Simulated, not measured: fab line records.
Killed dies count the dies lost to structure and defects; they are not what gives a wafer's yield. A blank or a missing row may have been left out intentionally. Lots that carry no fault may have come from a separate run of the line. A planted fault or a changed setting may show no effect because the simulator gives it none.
Struck lot and sound lot, side by side    flow sky130    36 out of 708 route steps
Sound: these wafers, L772.3, L772.4, L772.6. The struck wafers were L781.1, L781.2, L781.5. The cause is named last.
Order at every step that has rows: each side's tool, ch and its chambers, its first start. Under that, the readings that differ: sound wafers    struck wafers    difference of the means    sigmas: that difference in standard deviations of wafers without a fault.
alike: words and numbers the same on both sides, and readings whose means are apart by under 2 such deviations; not compared: readings that were withheld, readings missing a value for some wafer, numbers with overlapping values and no deviation given by the record, and bounds like >300 which may hide the same value.
The two part at a step that has a row with sigmas, a row that says differs or no value, or rows on one side only. When numbers do not overlap yet have no deviation, they are printed without sigmas and do not part them. A reading that every wafer of one side lacks parts them only if that side has two wafers or more.

first, 10 steps without rows for these wafers: SKY_GATE_OXIDE_COAT_05 (resist thk 1140 nm); SKY_GATE_OXIDE_SOFTBAKE_06 (time 60 s); SKY_GATE_OXIDE_EXPOSE_07 (exposes mask LVOM, target cd 600 nm); SKY_GATE_OXIDE_PEB_08; SKY_GATE_OXIDE_DEVELOP_09 (develop time 60 s); SKY_GATE_OXIDE_IMPLANT_11; SKY_GATE_OXIDE_WET_ETCH_12 (etches SiO2 in dHF, target depth 16.8 nm, time 336 s); SKY_GATE_OXIDE_STRIP_13 (strips in O2/N2); SKY_GATE_OXIDE_CLEAN_15 (cleans in SC1/SC2, time 150 s); SKY_GATE_OXIDE_OXIDATION_16 (stabilise 600 s, purge 300 s, target thk 3.57 nm).
SKY_POLY_GATE_CVD_00: deposits poly-Si, target thk 180 nm, time 720 s.
  sound on lpcvd-01 ch 0, day 16 10:25; struck on lpcvd-01 ch 1, day 20 02:05
reading                sound          struck       difference  sigmas
zonePowerUpperPct (%)  9.8 10.0 10.0  9.2 9.2 9.2  -0.7        -2
then, 24 steps without rows for these wafers: SKY_RES_PROTECT_DEHYDRATE_00 (time 60 s); SKY_RES_PROTECT_HMDS_01 (prime time 60 s); SKY_RES_PROTECT_COAT_02 (resist thk 1140 nm); SKY_RES_PROTECT_SOFTBAKE_03 (time 60 s); SKY_RES_PROTECT_EXPOSE_04 (exposes mask RPM, target cd 1270 nm); SKY_RES_PROTECT_PEB_05; SKY_RES_PROTECT_DEVELOP_06 (develop time 60 s); SKY_POLY_GATE_IMPLANT_02; SKY_RES_PROTECT_STRIP_07 (strips in O2/N2); SKY_RES_PROTECT_CLEAN_09 (cleans in SC1/SC2, time 150 s); SKY_POLY_GATE_CVD_03 (deposits Si3N4 from DCS/NH3, target thk 75 nm, time 1290 s); SKY_POLY_GATE_DEHYDRATE_05 (time 60 s); SKY_POLY_GATE_HMDS_06 (prime time 60 s); SKY_POLY_GATE_COAT_07 (resist thk 110 nm); SKY_POLY_GATE_COAT_08 (resist thk 450 nm); SKY_POLY_GATE_SOFTBAKE_09 (time 90 s); SKY_POLY_GATE_EXPOSE_10 (exposes mask P1M, target cd 150 nm); SKY_POLY_GATE_PEB_11; SKY_POLY_GATE_DEVELOP_12 (develop time 60 s); SKY_POLY_GATE_ETCH_15 (etches BARC in N2/H2, stops on SiO2, time 118.5 s, target depth 110 nm); SKY_POLY_GATE_ETCH_16 (etches Si3N4 in CH3F/O2, stops on poly-Si, time 147.5 s, target depth 75 nm); SKY_POLY_GATE_ETCH_17 (etches poly-Si in HBr/Cl2, stops on SiO2, target depth 180 nm, time 70.5 s); SKY_POLY_GATE_STRIP_18 (strips in O2/N2); SKY_POLY_GATE_CLEAN_19 (cleans in SC1/SC2, time 150 s).
-- a jump in the record: the struck wafers' starts before and after are 30 days apart (it breaks off in module POLY_GATE and resumes in module PAD_OPEN, where the first step shown is number 708 of the route) --
SKY_PAD_OPEN_PROBE_99:
  sound: prober-02 at day 47 13:13; struck: prober-01 at day 49 23:01
reading           sound     struck       difference  sigmas
killedAtFrontEnd  14 16 13  71 75 82     +62         +14
killedDies        80 93 69  117 150 130  +52         +5
  alike: killed_at_M0_to_M3, killed_at_M4_up, killedAtContacts, killedAtOther, killedOnRim, killedOpen, killedShort

== WHERE THEY PART ==
Earliest at SKY_POLY_GATE_CVD_00; latest, in this record, at SKY_PAD_OPEN_PROBE_99.

WHY: the cause the simulator had injected
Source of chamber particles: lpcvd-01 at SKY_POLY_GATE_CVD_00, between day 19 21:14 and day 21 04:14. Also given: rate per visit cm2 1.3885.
